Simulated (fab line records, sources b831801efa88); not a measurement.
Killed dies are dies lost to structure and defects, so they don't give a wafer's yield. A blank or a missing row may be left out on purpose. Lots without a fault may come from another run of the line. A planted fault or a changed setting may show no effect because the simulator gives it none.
Chamber matching | flow sky130 | SKY_POLY_CUT_ETCH_10 on rie_diel-04: 4 sister chambers
The step etches BARC in N2/H2, stops on SiO2, time 45.9 s, target depth 60 nm. 4 wafers are shown with their chamber, then 8 later ones without.

WAFERS WITH THEIR CHAMBER
wafer  | chamber | drypump_motor_current_A (A)
L812.6 | 2       | 5.8
L818.2 | 3       | 6.2
L818.5 | 1       | 5.4
L823.1 | 0       | 5.1

WAFERS WITHOUT THEIR CHAMBER
wafer  | drypump_motor_current_A (A)
L823.3 | 5.4
L823.6 | 5.1
L828.1 | 5.1
L828.2 | 5.4
L828.5 | 5.4
L832.1 | 5.4
L832.3 | 6.3
L832.6 | 5.8

WHICH CHAMBER EACH WENT THROUGH
wafer  | from the rows above | in truth
L823.3 | 1                   | 1
L823.6 | 0                   | 0
L828.1 | 0                   | 0
L828.2 | 1                   | 1
L828.5 | 1                   | 1
L832.1 | 1                   | 1
L832.3 | 3                   | 3
L832.6 | 2                   | 2
Placed correctly: 8 of 8. Can't be placed from these rows: 0. Placed wrongly: 0.
How it was worked out, from the rows above alone: a wafer's distance from a chamber is the root of the sum, over the readings, of the square of ((its reading less the chamber's mean) divided by the reading's scatter). The wafer belongs to the nearest chamber; if the next one is less than 2 further off, it can't be placed. A chamber's mean is the mean of its shown wafers. The scatter: with one shown wafer a chamber, the root of the mean of the squares of how far each hidden wafer lies from its nearest shown one.
